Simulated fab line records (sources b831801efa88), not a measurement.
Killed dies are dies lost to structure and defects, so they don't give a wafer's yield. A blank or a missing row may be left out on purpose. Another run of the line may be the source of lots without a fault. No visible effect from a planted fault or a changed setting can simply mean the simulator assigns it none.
The tool behind it: which one? ; flow gf180mcu ; 45 wafers from 15 lots sampled at 5 of the route's 602 steps

== WHAT THE GAUGES READ, wafer by wafer ==
GF_HV_LDD_TW_MEAS_23. Usual: for HV_LDD_2_TW the level is 1043 and the standard deviation is 10.
lot;measured;on;HV_LDD_2_TW;flag
L662;day 10 20:13;film metro-01;1061 1057 1058;
L665;day 11 23:22;film metro-01;1066 1064 1066;
L664;day 12 00:32;film metro-03;1037 1037 1037;
L666;day 12 06:49;film metro-03;1035 1031 1035;
L667;day 12 17:03;film metro-03;1027 1030 1038;
L668;day 12 19:11;film metro-03;1030 1038 1036;
L670;day 13 11:59;film metro-03;1026 1031 1033;
L671;day 14 00:27;film metro-01;1044 1043 1042;
L672;day 14 01:01;film metro-01;1044 1047 1047;
L673;day 14 09:25;film metro-03;1032 1033 1034;
L674;day 14 13:48;film metro-02;1046 1043 1042;
L675;day 14 19:46;film metro-01;1048 1048 1047;
L676;day 15 03:50;film metro-01;1056 1054 1059;
L677;day 15 12:49;film metro-03;1038 1032 1037;
L681;day 16 18:04;film metro-03;1034 1027 1032;

GF_HV_LDD_TW_MEAS_50. Usual: for HV_LDD_4_TW the level is 567 and the standard deviation is 5.2.
lot;measured;on;HV_LDD_4_TW;flag
L662;day 12 10:57;film metro-01;572 570 571;
L665;day 13 15:22;film metro-03;560 559 559;
L664;day 13 17:14;film metro-03;559 564 560;
L666;day 13 23:30;film metro-02;572 567 569;
L667;day 14 10:01;film metro-02;566 570 569;
L668;day 14 11:57;film metro-02;571 572 568;
L670;day 15 07:06;film metro-03;562 564 563;
L671;day 15 18:59;film metro-01;572 576 575;
L672;day 15 19:07;film metro-03;565 565 560;
L673;day 16 05:31;film metro-03;697 699 702 700 701 698;OFF
L674;day 16 09:34;film metro-01;709 714 711 709 709 710;OFF
L675;day 16 15:35;film metro-03;564 564 566;
L676;day 16 23:28;film metro-02;708 713 707 709 706 716;OFF
L677;day 17 09:44;film metro-02;567 564 564;
L681;day 18 17:10;film metro-03;563 561 562;

GF_PSD_OVL_MEAS_08. Usual: for PSD_OVL the level is 0.3 nm and the standard deviation is 1.3.
lot;measured;on;PSD_OVL (nm);flag
L662;day 14 04:17;overlay-02;1.4 1.7 1.7;
L665;day 15 12:00;overlay-01;1.1 0.4 2.6;
L664;day 15 15:45;overlay-01;-2.0 -1.3 0.0;
L666;day 15 21:44;overlay-02;-1.4 0.5 -0.3;
L667;day 16 08:04;overlay-02;-0.9 1.5 0.7;
L668;day 16 08:58;overlay-02;0.8 1.5 2.5;
L670;day 17 07:25;overlay-02;1.7 1.8 1.1;
L671;day 17 19:22;overlay-02;0.8 1.6 0.2;
L672;day 17 19:59;overlay-02;0.2 1.8 0.0;
L673;day 18 06:47;overlay-02;-1.7 0.3 -2.1;
L674;day 18 10:11;overlay-01;0.3 0.5 -1.1;
L675;day 18 17:17;overlay-01;1.9 0.9 2.1;
L676;day 19 02:47;overlay-01;1.5 0.9 -0.7;
L677;day 19 12:47;overlay-02;-1.6 0.0 -1.2;
L681;day 20 22:19;overlay-02;-1.9 -0.1 -2.2;

== TOOL THAT RAN EACH LOT (tool first, then ch and the chambers of the sampled wafers, then the start) ==
lot;GF_HV_LDD_IMPLANT_48;GF_HV_LDD_RTA_52
L662;implanter-04 ch 0, day 12 10:43;rtp anneal-02 ch 0, day 12 11:04
L665;implanter-03 ch 0, day 13 15:10;rtp anneal-02 ch 0, day 13 15:29
L664;implanter-02 ch 0, day 13 17:01;rtp anneal-01 ch 0, day 13 17:22
L666;implanter-02 ch 0, day 13 23:15;rtp anneal-02 ch 0, day 13 23:37
L667;implanter-03 ch 0, day 14 09:46;rtp anneal-02 ch 0, day 14 10:07
L668;implanter-02 ch 0, day 14 11:42;rtp anneal-01 ch 0, day 14 12:07
L670;implanter-03 ch 0, day 15 06:52;rtp anneal-01 ch 0, day 15 07:13
L671;implanter-03 ch 0, day 15 18:44;rtp anneal-02 ch 0, day 15 19:07
L672;implanter-02 ch 0, day 15 18:52;rtp anneal-01 ch 0, day 15 19:14
L673;implanter-04 ch 0, day 16 04:56;rtp anneal-01 ch 0, day 16 08:58
L674;implanter-02 ch 0, day 16 08:56;rtp anneal-01 ch 0, day 16 15:46
L675;implanter-04 ch 0, day 16 15:20;rtp anneal-01 ch 0, day 16 15:42
L676;implanter-04 ch 0, day 16 22:53;rtp anneal-01 ch 0, day 17 02:01
L677;implanter-03 ch 0, day 17 09:29;rtp anneal-01 ch 0, day 17 09:52
L681;implanter-02 ch 0, day 18 16:58;rtp anneal-01 ch 0, day 18 17:17
- GF_HV_LDD_IMPLANT_48
- GF_HV_LDD_RTA_52: time 10 s.

== AS READ BY THE TOOLS THEMSELVES (means over the sampled wafers that have a number; for cases with no such wafer, the mark the record gives instead) ==
GF_HV_LDD_RTA_52. Usual: lamp power pct 30.1 %, standard deviation 0.81; wafer_temp_C_max 1004.0, standard deviation 1.1.
lot;tool;lamp power pct (%);wafer_temp_C_max;flag
L662;rtp anneal-02;31.1;1003.0;
L665;rtp anneal-02;31.0;1002.6;
L664;rtp anneal-01;29.5;1004.2;
L666;rtp anneal-02;31.0;1003.2;
L667;rtp anneal-02;31.1;1003.4;
L668;rtp anneal-01;29.4;1005.0;
L670;rtp anneal-01;29.4;1004.8;
L671;rtp anneal-02;31.0;1003.5;
L672;rtp anneal-01;29.4;1004.0;
L673;rtp anneal-01;29.4;1004.7;
L674;rtp anneal-01;29.4;1004.2;
L675;rtp anneal-01;29.4;1005.7;
L676;rtp anneal-01;29.4;1004.1;
L677;rtp anneal-01;29.4;1005.6;
L681;rtp anneal-01;29.4;1004.2;

== THE ANSWER, worked out from the rows above alone ==
Rule: a lot counts as off when the mean over its wafers that have a number is more than 3 standard deviations away from the usual mean. A lot without any number at a reading at which 4 lots or more have one is off too. All remaining lots with rows at the step are treated as sound. First the gauges in route order, then the tools' own readings, where a lot's mean is used as printed above. At the first step where some lot is off, the reading lying furthest off is the one used; lots without a number count as furthest.
Off: L673, L674, L676, at GF_HV_LDD_TW_MEAS_50 (HV_LDD_4_TW).
A tool fits if, at a process step before that reading, it ran every lot that is off, and no sound lot after the first of them. Gauges at GF_HV_LDD_TW_MEAS_50: tried the same way as those tools. None of those tried fits.

== WHAT THE SIMULATOR HAD PUT IN ==
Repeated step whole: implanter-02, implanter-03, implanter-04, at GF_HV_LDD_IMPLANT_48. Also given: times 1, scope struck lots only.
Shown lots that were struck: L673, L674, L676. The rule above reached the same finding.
